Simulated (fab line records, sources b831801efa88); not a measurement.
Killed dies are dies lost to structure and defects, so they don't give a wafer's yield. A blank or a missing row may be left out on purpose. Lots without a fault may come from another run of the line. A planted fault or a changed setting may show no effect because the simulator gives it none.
Which tool did it? | flow gf180mcu | 6 lots, 18 wafers sampled, at 2 steps of a route of 602

WHAT THE GAUGES READ, wafer by wafer
GF_V5_BOW_MEAS_05.
lot  | measured     | on            | V5_BOW (um)
L543 | day 26 23:25 | film_metro-04 | 114 105 125
L545 | day 27 16:17 | film_metro-04 | 128 128 125
L547 | day 28 06:12 | film_metro-01 | 133 124 143
L550 | day 29 05:01 | film_metro-04 | 129 133 134
L552 | day 29 19:18 | film_metro-03 | 139 136 149
L557 | day 31 06:47 | film_metro-03 | 133 133 140

WHICH TOOL RAN EACH LOT (tool, then ch and the chambers of the sampled wafers, then the start)
lot  | GF_V4_SPUTTER_22
L543 | pvd_sputter-02, day 25 02:50
L545 | pvd_sputter-04, day 25 20:13
L547 | pvd_sputter-03, day 26 10:34
L550 | pvd_sputter-03, day 27 11:01
L552 | pvd_sputter-02, day 28 02:45
L557 | pvd_sputter-04, day 29 16:25
- GF_V4_SPUTTER_22: material TiN, target thk 10 nm, time 40 s.

THE ANSWER, worked out from the rows above alone
Rule: what is usual is taken from the lots themselves. Put in order of their means at a reading, lots are off if they are a third of the lots or fewer, leave a main group of 4 or more, and stand apart from it by a gap of 3 or more times the standard deviation of the main group's means; of several such gaps the widest counts. A main group whose means are all the same, to the digits that the tables above print for the reading, isn't used. A lot without any number at a reading at which 4 lots or more have one is off too. The other lots that the step has rows for count as sound.
No lot is off at any reading shown: from this, nothing can be told.

WHAT THE SIMULATOR HAD PUT IN
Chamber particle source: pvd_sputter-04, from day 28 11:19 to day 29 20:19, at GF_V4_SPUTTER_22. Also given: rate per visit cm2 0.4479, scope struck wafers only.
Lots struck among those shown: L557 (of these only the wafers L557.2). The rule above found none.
